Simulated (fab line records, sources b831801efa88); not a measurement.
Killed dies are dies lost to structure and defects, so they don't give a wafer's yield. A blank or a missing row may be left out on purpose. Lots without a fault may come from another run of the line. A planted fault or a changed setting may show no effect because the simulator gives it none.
fab line records | flow sky130
record lots=5 wafers=15 last_day=50
route steps=708 shown PASSIVATION@681 PAD_OPEN@694
lots that met no fault: from a run of the same line without faults
start_h: hours from the record's first day to the start of the lot's first wafer shown | wait_h: hours since the lot's step before | " the same as in the row above | L1.1+2: a row that stands for several wafers | - no value, or no start given | * or withheld: withheld | < > ~ a bound
route shown NAME@n: a module of which the file shows steps, and the number in the route of the first | usual: mean/standard deviation of fault-free wafers | same: alike in all rows | chamber/n: place in a boat | sites: the reading at each site | _std_site: their standard deviation | _edge_site: outer sites' mean less inner sites' | radius_mm: how far each site lies from the wafer's centre | mask NAME#n: copy n | behind: the tool/chamber that last shaped the wafer | hold: why the lot was held/for how many hours/how that ended | device: the transistor (n, p or np) that didn't switch | end of line: the same wafers' tests at the end of the route | a step without rows: its recipe alone | killed: dies lost to structure and defects at the first sort, not the wafer's yield | map: a wafer's dies, x killed, . not, _ none there
set.NAME: the setting as run; set.NAME@STEP: as run at that earlier step | model.NAME: the simulator's own value behind a step, which no gauge read
lots at some steps of the route; a table a step, a row a wafer
services: from which hour (start_h, from the record's first day; less than 0 if before it) a tool's chamber was out of use, for how many hours, and why
## steps
# step SKY_PASSIVATION_CVD_00
# recipe material=SiO2 target_thk_nm=90 temp_c=400 time_s=withheld rf_w=600
# usual heater_power_outer_w=408/68 heater_power_w=705/90
# columns lot.wafer tool chamber start_h wait_h heater_power_outer_w heater_power_w
L076.3 pecvd-04 2 1056.96 0.0 479 800
L076.5 " 0 " " 364 690
L076.6 " 1 " " 473 755
L077.1 pecvd-01 0 1060.07 0.0 413 746
L077.5 " 2 " " 392 647
L077.6 " 1 " " 344 645
L086.2 pecvd-04 2 1111.93 0.0 587 947
L086.5 " 2 " " 565 929
L086.6 " 1 " " 443 720
L092.2 pecvd-01 2 1146.94 0.0 375 631
L092.3 " 2 " " 388 635
L092.5 " 2 " " 396 647
L095.1 pecvd-01 0 1157.75 0.0 415 763
L095.3 " 1 " " 389 682
L095.6 " 1 " " 379 691
# step SKY_PASSIVATION_THK_MEAS_01
# recipe reads=SiO2_of_PASSIVATION_CVD_00
# usual PASSIVATION_CVD_00_THK=89.5/1.2
# columns lot.wafer tool chamber start_h wait_h PASSIVATION_CVD_00_THK[nm]
L076.3 film_metro-01 - 1057.06 - 89.1
L076.5 " - " " 90.8
L076.6 " - " " 89.3
L077.1 film_metro-01 - 1060.10 - 88.4
L077.5 " - " " 90.5
L077.6 " - " " 91.6
L086.2 film_metro-03 - 1111.96 - 88.7
L086.5 " - " " 88.9
L086.6 " - " " 90.2
L092.2 film_metro-01 - 1146.98 - 87.3
L092.3 " - " " 88.2
L092.5 " - " " 88.5
L095.1 film_metro-02 - 1157.78 - 88.2
L095.3 " - " " 91.2
L095.6 " - " " 91.3
# step SKY_PASSIVATION_CVD_02
# recipe material=Si3N4 target_thk_nm=540 temp_c=400 time_s=withheld rf_w=450
# usual heater_power_outer_w=448/76 heater_power_w=749/99
# columns lot.wafer tool chamber start_h wait_h heater_power_outer_w heater_power_w
L076.3 pecvd-03 1 1057.10 0.0 383 668
L076.5 " 0 " " 529 779
L076.6 " 1 " " 398 671
L077.1 pecvd-04 1 1060.16 0.1 546 820
L077.5 " 0 " " 507 863
L077.6 " 2 " " 627 1000
L086.2 pecvd-03 0 1112.01 0.0 522 790
L086.5 " 2 " " 478 788
L086.6 " 0 " " 543 830
L092.2 pecvd-04 0 1147.03 0.0 408 737
L092.3 " 1 " " 536 806
L092.5 " 0 " " 451 762
L095.1 pecvd-03 0 1157.84 0.1 530 834
L095.3 " 0 " " 556 858
L095.6 " 0 " " 452 698
# step SKY_PASSIVATION_THK_MEAS_03
# recipe reads=Si3N4_of_PASSIVATION_CVD_02
# usual PASSIVATION_CVD_02_THK=540/7.7
# columns lot.wafer tool chamber start_h wait_h PASSIVATION_CVD_02_THK[nm]
L076.3 film_metro-02 - 1057.37 - 521
L076.5 " - " " 539
L076.6 " - " " 525
L077.1 film_metro-02 - 1060.38 - 530
L077.5 " - " " 542
L077.6 " - " " 555
L086.2 film_metro-03 - 1112.24 - 542
L086.5 " - " " 546
L086.6 " - " " 540
L092.2 film_metro-01 - 1147.27 - 540
L092.3 " - " " 528
L092.5 " - " " 548
L095.1 film_metro-03 - 1158.18 - 530
L095.3 " - " " 539
L095.6 " - " " 540
# step SKY_PASSIVATION_DEHYDRATE_04
# recipe temp_c=200 time_s=60
# usual exhaust_pa=45.1/0.88 plate_temp_C=200.00/0.16
# columns lot.wafer tool chamber start_h wait_h exhaust_pa plate_temp_C
L076.3 litho_track-04 0 1067.58 10.2 45.0 200.10
L076.5 " 0 " " 44.8 200.01
L076.6 " 0 " " 44.8 200.13
L077.1 litho_track-03 0 1071.18 10.8 44.7 199.75
L077.5 " 0 " " 44.4 199.55
L077.6 " 0 " " 43.9 200.12
L086.2 litho_track-02 0 1122.24 10.0 47.5 200.03
L086.5 " 0 " " 47.4 199.87
L086.6 " 0 " " 45.9 200.04
L092.2 litho_track-03 0 1155.81 8.5 43.9 200.29
L092.3 " 0 " " 44.7 199.81
L092.5 " 0 " " 44.7 200.03
L095.1 litho_track-04 0 1165.94 7.7 44.2 199.85
L095.3 " 0 " " 44.4 200.05
L095.6 " 0 " " 45.3 200.17
# step SKY_PASSIVATION_HMDS_05
# recipe prime_time_s=60 prime_temp_c=120
# usual exhaust_pa=45.2/0.77
# columns lot.wafer tool chamber start_h wait_h exhaust_pa
L076.3 litho_track-04 0 1067.73 0.1 44.6
L076.5 " 0 " " 46.1
L076.6 " 0 " " 46.1
L077.1 litho_track-03 0 1071.33 0.1 44.8
L077.5 " 0 " " 44.8
L077.6 " 0 " " 44.8
L086.2 litho_track-02 0 1122.39 0.1 45.4
L086.5 " 0 " " 45.9
L086.6 " 0 " " 44.4
L092.2 litho_track-03 0 1155.96 0.1 44.4
L092.3 " 0 " " 44.7
L092.5 " 0 " " 46.3
L095.1 litho_track-04 0 1166.09 0.1 44.2
L095.3 " 0 " " 44.6
L095.6 " 0 " " 44.7
# step SKY_PASSIVATION_COAT_06
# recipe spin_rpm=2000 resist_thk_nm=3000
# usual exhaust_pa=45.0/0.93
# columns lot.wafer tool chamber start_h wait_h exhaust_pa
L076.3 litho_track-04 0 1067.88 0.1 46.8
L076.5 " 0 " " 45.6
L076.6 " 0 " " 45.9
L077.1 litho_track-03 0 1071.48 0.1 44.9
L077.5 " 0 " " 44.3
L077.6 " 0 " " 44.2
L086.2 litho_track-02 0 1122.54 0.1 45.4
L086.5 " 0 " " 45.1
L086.6 " 0 " " 44.8
L092.2 litho_track-03 0 1156.11 0.1 45.4
L092.3 " 0 " " 45.3
L092.5 " 0 " " 45.1
L095.1 litho_track-04 0 1166.24 0.1 44.7
L095.3 " 0 " " 44.8
L095.6 " 0 " " 44.3
# step SKY_PASSIVATION_SOFTBAKE_07
# recipe temp_c=110 time_s=withheld
# usual exhaust_pa=45.1/0.85 plate_temp_C=110.00/0.13
# columns lot.wafer tool chamber start_h wait_h exhaust_pa plate_temp_C
L076.3 litho_track-04 0 1068.05 0.1 45.7 110.06
L076.5 " 0 " " 45.3 110.15
L076.6 " 0 " " 45.8 110.15
L077.1 litho_track-03 0 1071.63 0.1 44.9 110.04
L077.5 " 0 " " 43.6 109.96
L077.6 " 0 " " 44.5 109.83
L086.2 litho_track-02 0 1122.70 0.1 46.6 110.18
L086.5 " 0 " " 46.6 109.98
L086.6 " 0 " " 46.4 109.90
L092.2 litho_track-03 0 1156.26 0.1 44.7 109.91
L092.3 " 0 " " 43.7 109.78
L092.5 " 0 " " 44.5 110.19
L095.1 litho_track-04 0 1166.39 0.1 44.4 110.21
L095.3 " 0 " " 46.1 110.15
L095.6 " 0 " " 45.0 109.97
# step SKY_PASSIVATION_EXPOSE_08
# recipe mask_id=NSM target_cd_nm=3000 na=0.57 dose_mj=260
# usual reticle_temp_C=22.98/0.12
# columns lot.wafer tool chamber start_h wait_h mask reticle_temp_C
L076.3 iline_stepper-02 0 - - NSM#0 22.80
L076.5 " 0 " " NSM#0 22.84
L076.6 " 0 " " NSM#0 22.89
L077.1 iline_stepper-02 0 - - NSM#0 22.96
L077.5 " 0 " " NSM#0 23.09
L077.6 " 0 " " NSM#0 23.05
L086.2 iline_stepper-01 0 - - NSM#0 22.87
L086.5 " 0 " " NSM#0 23.06
L086.6 " 0 " " NSM#0 23.06
L092.2 iline_stepper-02 0 - - NSM#0 22.86
L092.3 " 0 " " NSM#0 22.69
L092.5 " 0 " " NSM#0 22.91
L095.1 iline_stepper-01 0 - - NSM#0 22.87
L095.3 " 0 " " NSM#0 22.89
L095.6 " 0 " " NSM#0 22.84
# step SKY_PASSIVATION_PEB_09
# recipe temp_c=115 time_s=withheld
# usual exhaust_pa=45.1/0.85 plate_temp_C=114.99/0.13
# columns lot.wafer tool chamber start_h wait_h exhaust_pa plate_temp_C
L076.3 litho_track-03 0 - - 44.7 115.01
L076.5 " 0 " " 46.2 115.16
L076.6 " 0 " " 46.0 115.09
L077.1 litho_track-04 0 - - 45.0 114.96
L077.5 " 0 " " 45.4 115.12
L077.6 " 0 " " 46.2 115.02
L086.2 litho_track-02 0 - - 46.4 115.03
L086.5 " 0 " " 46.6 115.03
L086.6 " 0 " " 46.3 115.20
L092.2 litho_track-03 0 - - 45.1 114.98
L092.3 " 0 " " 44.8 115.08
L092.5 " 0 " " 47.3 115.27
L095.1 litho_track-04 0 - - 45.7 115.06
L095.3 " 0 " " 45.0 114.98
L095.6 " 0 " " 45.9 114.84
# step SKY_PASSIVATION_DEVELOP_10
# recipe develop_time_s=60 dev_temp_c=23
# usual exhaust_pa=45.0/0.8
# columns lot.wafer tool chamber start_h wait_h exhaust_pa
L076.3 litho_track-03 0 - - 45.2
L076.5 " 0 " " 44.7
L076.6 " 0 " " 45.5
L077.1 litho_track-04 0 - - 45.4
L077.5 " 0 " " 44.1
L077.6 " 0 " " 45.3
L086.2 litho_track-02 0 - - 45.9
L086.5 " 0 " " 44.7
L086.6 " 0 " " 45.7
L092.2 litho_track-03 0 - - 44.3
L092.3 " 0 " " 43.8
L092.5 " 0 " " 43.7
L095.1 litho_track-04 0 - - 44.9
L095.3 " 0 " " 43.9
L095.6 " 0 " " 44.8
# step SKY_PASSIVATION_ETCH_11
# recipe chemistry=CF4/O2 target_depth_nm=725 stop_on=AlCu source_w=800 bias_w=150 pressure_mtorr=150 cf4_flow_sccm=80 O2_flow_sccm=10 time_s=161.1
# usual drypump_motor_current_A=5.7/0.56 oes_product_au=0.975/0.0077 throttle_valve_pct=5.964/0.0093
# columns lot.wafer tool chamber start_h wait_h drypump_motor_current_A oes_product_au rf_hours_counter_h throttle_valve_pct
L076.3 rie_diel-04 2 1078.73 - 6.3 0.961 16 5.959
L076.5 " 0 " " 5.1 0.974 - 5.964
L076.6 " 3 " " 4.9 0.959 - 5.954
L077.1 rie_diel-04 0 1081.43 - 5.0 0.969 1 5.951
L077.5 " 3 " " 4.8 0.976 - 5.946
L077.6 " 2 " " 6.3 0.985 - 5.976
L086.2 rie_diel-04 2 1131.92 - 6.3 0.970 17 5.952
L086.5 " 0 " " 5.0 0.977 - 5.965
L086.6 " 3 " " 4.8 0.974 - 5.961
L092.2 rie_diel-03 1 1164.88 - 6.3 0.971 29 5.956
L092.3 " 3 " " 5.9 0.965 23 5.973
L092.5 " 2 " " 5.9 0.984 - 5.969
L095.1 rie_diel-04 1 1174.79 - 5.6 0.964 18 5.962
L095.3 " 3 " " 4.9 0.976 20 5.952
L095.6 " 0 " " 5.0 0.969 - 5.951
# step SKY_PASSIVATION_STRIP_12
# recipe chemistry=O2/N2 power_w=1400 pressure_mtorr=1500 platen_temp_c=withheld overash_fraction=0.7 o2_flow_sccm=3000 n2_flow_sccm=300
# usual drypump_motor_current_A=5.7/0.56 oes_product_au=0.661/0.0046 strip_time_to_endpoint_s=31.51/0.17
# columns lot.wafer tool chamber start_h wait_h drypump_motor_current_A oes_product_au rf_hours_counter_h strip_time_to_endpoint_s
L076.3 plasma_asher-01 0 1078.87 0.1 5.3 0.658 - 31.66
L076.5 " 0 " " 5.3 0.665 - 31.80
L076.6 " 1 " " 5.3 0.661 - 31.83
L077.1 plasma_asher-01 0 1081.54 0.1 5.2 0.662 64 31.64
L077.5 " 1 " " 5.3 0.666 - 31.58
L077.6 " 0 " " 5.2 0.662 - 31.58
L086.2 plasma_asher-03 0 1132.02 0.1 5.9 0.654 101 31.67
L086.5 " 1 " " 6.7 0.662 - 31.69
L086.6 " 0 " " 5.9 0.671 - 31.57
L092.2 plasma_asher-03 0 1164.99 0.1 5.9 0.663 103 31.44
L092.3 " 0 " " 5.9 0.670 - 31.65
L092.5 " 1 " " 6.7 0.665 - 31.37
L095.1 plasma_asher-01 0 1174.89 0.1 5.3 0.664 74 31.52
L095.3 " 1 " " 5.3 0.665 - 31.54
L095.6 " 0 " " 5.2 0.668 - 31.73
# step SKY_PAD_OPEN_DEHYDRATE_00
# recipe temp_c=200 time_s=60
# usual exhaust_pa=45.1/0.89 plate_temp_C=200.01/0.17
# columns lot.wafer tool chamber start_h wait_h exhaust_pa plate_temp_C
L076.3 litho_track-01 0 1088.21 9.3 44.5 199.99
L076.5 " 0 " " 44.4 199.94
L076.6 " 0 " " 45.1 200.06
L077.1 litho_track-02 0 1091.92 10.3 43.5 199.86
L077.5 " 0 " " 44.8 200.06
L077.6 " 0 " " 44.6 200.13
L086.2 litho_track-02 0 1141.04 9.0 43.4 200.19
L086.5 " 0 " " 43.9 199.96
L086.6 " 0 " " 43.2 200.14
L092.2 litho_track-01 0 1172.03 7.0 45.3 200.22
L092.3 " 0 " " 44.8 199.98
L092.5 " 0 " " 45.2 200.14
L095.1 litho_track-03 0 1182.93 8.0 44.8 200.11
L095.3 " 0 " " 45.2 200.13
L095.6 " 0 " " 45.2 200.36
# step SKY_PAD_OPEN_HMDS_01
# recipe prime_time_s=60 prime_temp_c=120
# usual exhaust_pa=44.9/0.98
# columns lot.wafer tool chamber start_h wait_h exhaust_pa
L076.3 litho_track-01 0 1088.36 0.1 44.3
L076.5 " 0 " " 44.0
L076.6 " 0 " " 45.0
L077.1 litho_track-02 0 1092.07 0.1 45.9
L077.5 " 0 " " 45.3
L077.6 " 0 " " 45.2
L086.2 litho_track-02 0 1141.19 0.1 45.0
L086.5 " 0 " " 43.7
L086.6 " 0 " " 45.2
L092.2 litho_track-01 0 1172.18 0.1 44.3
L092.3 " 0 " " 45.3
L092.5 " 0 " " 44.6
L095.1 litho_track-03 0 1183.08 0.1 45.0
L095.3 " 0 " " 46.9
L095.6 " 0 " " 45.5
# step SKY_PAD_OPEN_COAT_02
# recipe spin_rpm=2000 resist_thk_nm=3000
# usual exhaust_pa=45.1/0.84
# columns lot.wafer tool chamber start_h wait_h exhaust_pa
L076.3 litho_track-01 0 1088.51 0.1 45.9
L076.5 " 0 " " 46.5
L076.6 " 0 " " 44.8
L077.1 litho_track-02 0 1092.22 0.1 44.0
L077.5 " 0 " " 44.9
L077.6 " 0 " " 44.1
L086.2 litho_track-02 0 1141.34 0.1 44.8
L086.5 " 0 " " 46.0
L086.6 " 0 " " 45.3
L092.2 litho_track-01 0 1172.33 0.1 44.0
L092.3 " 0 " " 45.1
L092.5 " 0 " " 45.1
L095.1 litho_track-03 0 1183.23 0.1 43.8
L095.3 " 0 " " 43.3
L095.6 " 0 " " 44.8
# step SKY_PAD_OPEN_SOFTBAKE_03
# recipe temp_c=110 time_s=withheld
# usual exhaust_pa=44.8/0.81 plate_temp_C=109.97/0.13
# columns lot.wafer tool chamber start_h wait_h exhaust_pa plate_temp_C
L076.3 litho_track-01 0 1088.67 0.1 44.8 109.80
L076.5 " 0 " " 44.3 109.77
L076.6 " 0 " " 44.7 110.01
L077.1 litho_track-02 0 1092.37 0.1 43.7 109.79
L077.5 " 0 " " 44.1 109.82
L077.6 " 0 " " 45.7 109.91
L086.2 litho_track-02 0 1141.50 0.1 44.7 110.37
L086.5 " 0 " " 44.7 110.08
L086.6 " 0 " " 44.0 109.91
L092.2 litho_track-01 0 1172.49 0.1 45.7 109.98
L092.3 " 0 " " 43.7 110.33
L092.5 " 0 " " 43.2 110.15
L095.1 litho_track-03 0 1183.38 0.1 46.1 109.87
L095.3 " 0 " " 45.1 109.85
L095.6 " 0 " " 44.1 110.04
# step SKY_PAD_OPEN_EXPOSE_04
# recipe mask_id=PDM target_cd_nm=60000 na=0.57 dose_mj=260
# usual reticle_temp_C=23.01/0.095
# columns lot.wafer tool chamber start_h wait_h mask reticle_temp_C
L076.3 iline_stepper-01 0 - - PDM#0 23.05
L076.5 " 0 " " PDM#0 22.98
L076.6 " 0 " " PDM#0 23.01
L077.1 iline_stepper-01 0 - - PDM#0 22.88
L077.5 " 0 " " PDM#0 23.06
L077.6 " 0 " " PDM#0 23.01
L086.2 iline_stepper-01 0 - - PDM#0 22.85
L086.5 " 0 " " PDM#0 23.07
L086.6 " 0 " " PDM#0 23.01
L092.2 iline_stepper-02 0 - - PDM#0 22.89
L092.3 " 0 " " PDM#0 22.95
L092.5 " 0 " " PDM#0 22.82
L095.1 iline_stepper-02 0 - - PDM#0 23.04
L095.3 " 0 " " PDM#0 23.19
L095.6 " 0 " " PDM#0 22.97
# step SKY_PAD_OPEN_PEB_05
# recipe temp_c=115 time_s=withheld
# usual exhaust_pa=45.1/0.9 plate_temp_C=115.00/0.14
# columns lot.wafer tool chamber start_h wait_h exhaust_pa plate_temp_C
L076.3 litho_track-02 0 - - 43.3 114.85
L076.5 " 0 " " 45.0 114.95
L076.6 " 0 " " 46.0 114.96
L077.1 litho_track-03 0 - - 45.3 115.13
L077.5 " 0 " " 43.6 115.18
L077.6 " 0 " " 43.2 114.99
L086.2 litho_track-03 0 - - 46.4 114.95
L086.5 " 0 " " 46.9 115.02
L086.6 " 0 " " 45.1 114.99
L092.2 litho_track-02 0 - - 46.3 115.16
L092.3 " 0 " " 44.9 115.12
L092.5 " 0 " " 47.7 115.18
L095.1 litho_track-01 0 - - 45.5 114.93
L095.3 " 0 " " 44.5 114.83
L095.6 " 0 " " 44.7 114.90
# step SKY_PAD_OPEN_DEVELOP_06
# recipe develop_time_s=60 dev_temp_c=23
# usual exhaust_pa=45.0/0.83
# columns lot.wafer tool chamber start_h wait_h exhaust_pa
L076.3 litho_track-02 0 - - 44.4
L076.5 " 0 " " 45.8
L076.6 " 0 " " 44.7
L077.1 litho_track-03 0 - - 45.3
L077.5 " 0 " " 45.2
L077.6 " 0 " " 44.5
L086.2 litho_track-03 0 - - 45.0
L086.5 " 0 " " 45.9
L086.6 " 0 " " 45.4
L092.2 litho_track-02 0 - - 44.6
L092.3 " 0 " " 44.7
L092.5 " 0 " " 43.8
L095.1 litho_track-01 0 - - 44.1
L095.3 " 0 " " 44.9
L095.6 " 0 " " 45.7
# step SKY_PAD_OPEN_ETCH_07
# recipe chemistry=CF4/O2 target_depth_nm=725 stop_on=AlCu source_w=800 bias_w=150 pressure_mtorr=150 cf4_flow_sccm=80 O2_flow_sccm=10 time_s=161.1
# usual drypump_motor_current_A=6.0/0.36 oes_product_au=0.977/0.0075 throttle_valve_pct=5.965/0.0087
# columns lot.wafer tool chamber start_h wait_h drypump_motor_current_A oes_product_au rf_hours_counter_h throttle_valve_pct
L076.3 rie_diel-01 0 1099.87 - 6.0 0.962 14 5.948
L076.5 " 2 " " 5.6 0.982 - 5.976
L076.6 " 3 " " 5.8 0.967 - 5.956
L077.1 rie_diel-01 0 1102.78 - 6.0 0.971 15 5.959
L077.5 " 2 " " 5.6 0.971 - 5.966
L077.6 " 1 " " 6.0 0.991 - 5.969
L086.2 rie_diel-02 1 1150.48 - 6.3 0.973 13 5.973
L086.5 " 1 " " 6.4 0.968 - 5.972
L086.6 " 2 " " 6.4 0.966 - 5.968
L092.2 rie_diel-03 2 1180.92 - 5.9 0.973 3 5.966
L092.3 " 3 " " 5.9 0.966 24 5.965
L092.5 " 0 " " 5.7 0.973 - 5.957
L095.1 rie_diel-02 1 1190.81 - 6.4 0.971 15 5.955
L095.3 " 2 " " 6.5 0.972 4 5.957
L095.6 " 3 " " 5.9 0.980 - 5.972
# step SKY_PAD_OPEN_STRIP_08
# recipe chemistry=O2/N2 power_w=1400 pressure_mtorr=1500 platen_temp_c=withheld overash_fraction=0.7 o2_flow_sccm=3000 n2_flow_sccm=300
# usual drypump_motor_current_A=5.6/0.45 oes_product_au=0.663/0.0047 strip_time_to_endpoint_s=37.02/0.096
# columns lot.wafer tool chamber start_h wait_h drypump_motor_current_A oes_product_au rf_hours_counter_h strip_time_to_endpoint_s
L076.3 plasma_asher-02 0 1100.01 0.1 5.7 0.660 - 37.07
L076.5 " 1 " " 5.4 0.663 - 37.13
L076.6 " 0 " " 5.7 0.658 - 37.18
L077.1 plasma_asher-03 1 1102.89 0.1 6.8 0.652 97 37.11
L077.5 " 0 " " 5.9 0.658 - 37.03
L077.6 " 1 " " 6.7 0.655 - 37.07
L086.2 plasma_asher-04 0 1150.59 0.1 5.2 0.667 9 37.00
L086.5 " 1 " " 5.2 0.663 - 37.01
L086.6 " 0 " " 5.2 0.658 - 36.96
L092.2 plasma_asher-02 0 1181.02 0.1 5.7 0.659 42 36.95
L092.3 " 1 " " 5.4 0.659 - 36.95
L092.5 " 0 " " 5.7 0.662 - 36.91
L095.1 plasma_asher-03 1 1190.92 0.1 6.7 0.668 106 37.20
L095.3 " 0 " " 5.9 0.660 - 37.21
L095.6 " 0 " " 5.9 0.662 - 37.25
# step SKY_PAD_OPEN_STRIP_09
# recipe chemistry=post_etch_residue_remover time_s=1200 temp_c=72.5
# usual temp_c=72.48/0.12
# columns lot.wafer tool chamber start_h wait_h temp_c
L076.3 wet_bench-03 0 1100.07 0.0 72.21
L076.5 " 0 " " 72.47
L076.6 " 0 " " 72.20
L077.1 wet_bench-02 2 1102.99 0.1 72.37
L077.5 " 2 " " 72.24
L077.6 " 2 " " 72.31
L086.2 wet_bench-01 2 1150.69 0.1 72.37
L086.5 " 2 " " 72.36
L086.6 " 2 " " 72.46
L092.2 wet_bench-01 3 1181.12 0.1 72.47
L092.3 " 3 " " 72.72
L092.5 " 3 " " 72.45
L095.1 wet_bench-01 3 1191.07 0.1 72.66
L095.3 " 3 " " 72.76
L095.6 " 3 " " 72.66
# step SKY_PAD_OPEN_CLEAN_10
# recipe chemistry=IPA time_s=180 temp_c=25
# usual temp_c=25.00/0.11
# columns lot.wafer tool chamber start_h wait_h temp_c
L076.3 wet_bench-03 0 1100.93 0.2 25.17
L076.5 " 0 " " 24.99
L076.6 " 0 " " 24.95
L077.1 wet_bench-02 0 1103.33 0.0 24.93
L077.5 " 0 " " 24.98
L077.6 " 0 " " 25.02
L086.2 wet_bench-03 1 1151.03 0.0 24.84
L086.5 " 1 " " 24.99
L086.6 " 1 " " 25.04
L092.2 wet_bench-03 1 1181.46 0.0 25.07
L092.3 " 1 " " 25.02
L092.5 " 1 " " 24.89
L095.1 wet_bench-03 2 1191.41 0.0 25.10
L095.3 " 2 " " 25.10
L095.6 " 2 " " 25.07
# step SKY_PAD_OPEN_CLEAN_11
# recipe chemistry=O3/DIW dry=n2_spin
# columns lot.wafer tool chamber start_h wait_h
L076.3+5+6 wet_bench-03 1 1101.05 0.1
L077.1+5+6 wet_bench-02 0 1103.39 0.0
L086.2+5+6 wet_bench-02 3 1151.09 0.0
L092.2+3+5 wet_bench-01 2 1181.52 0.0
L095.1+3+6 wet_bench-02 2 1191.47 0.0
# step SKY_PAD_OPEN_ANNEAL_12
# recipe temp_c=400 time_s=withheld ambient=N2/H2 idle_temp_c=300 ramp_up_c_per_min=8 ramp_down_c_per_min=4
# usual spike_tc_centre_C=400.4/1.1
# columns lot.wafer tool chamber start_h wait_h spike_tc_centre_C
L076.3 furnace-01 0 1101.14 0.0 399.8
L076.5 " 0 " " 399.2
L076.6 " 0 " " 398.6
L077.1 furnace-02 0 1103.48 0.0 400.5
L077.5 " 0 " " 400.9
L077.6 " 0 " " 402.6
L086.2 furnace-01 0 1151.19 0.0 401.1
L086.5 " 0 " " 399.3
L086.6 " 0 " " 398.6
L092.2 furnace-01 0 1181.61 0.0 399.3
L092.3 " 0 " " 398.9
L092.5 " 0 " " 400.2
L095.1 furnace-01 0 1191.56 0.0 400.3
L095.3 " 0 " " 399.6
L095.6 " 0 " " 398.2
# step SKY_PAD_OPEN_BOW_MEAS_13
# recipe mode=bow
# usual PAD_OPEN_BOW=46/9.4
# columns lot.wafer tool chamber start_h wait_h PAD_OPEN_BOW[um]
L076.3 film_metro-02 - 1102.70 - 50
L076.5 " - " " 39
L076.6 " - " " 59
L077.1 film_metro-02 - 1104.98 - 33
L077.5 " - " " 39
L077.6 " - " " 29
L086.2 film_metro-01 - 1152.71 - 51
L086.5 " - " " 49
L086.6 " - " " 42
L092.2 film_metro-01 - 1183.13 - 42
L092.3 " - " " 16
L092.5 " - " " 31
L095.1 film_metro-04 - 1193.06 - 40
L095.3 " - " " 38
L095.6 " - " " 42
## services
# columns tool chamber start_h hours kind
iline_stepper-02 - 1044.01 7.0 repair
rie_diel-03 - 1048.06 0.2 repair
rie_diel-03 2 1049.44 4.6 repair
furnace-01 - 1053.51 2.9 pm
plasma_asher-01 - 1064.93 1.2 repair
iline_stepper-01 - 1071.17 13.6 repair
rie_diel-04 - 1090.76 1.4 repair
rie_diel-04 0 1093.95 2.5 repair
wet_bench-02 - 1099.16 3.0 repair
iline_stepper-02 - 1099.18 2.3 repair
pecvd-04 - 1100.13 0.5 repair
plasma_asher-01 - 1109.68 4.9 repair
iline_stepper-01 - 1115.67 1.7 pm
rie_diel-03 - 1119.08 2.8 pm
rie_diel-03 3 1125.71 3.7 repair
plasma_asher-02 - 1126.02 14.6 pm
pecvd-04 - 1133.85 2.0 repair
furnace-01 - 1134.39 3.9 pm
plasma_asher-02 - 1140.62 15.6 pm
plasma_asher-01 - 1153.81 2.8 pm
plasma_asher-02 - 1154.59 0.7 repair
rie_diel-02 2 1160.78 5.1 repair
rie_diel-04 - 1177.28 2.8 pm
iline_stepper-01 - 1185.70 4.9 repair
## key
fault none
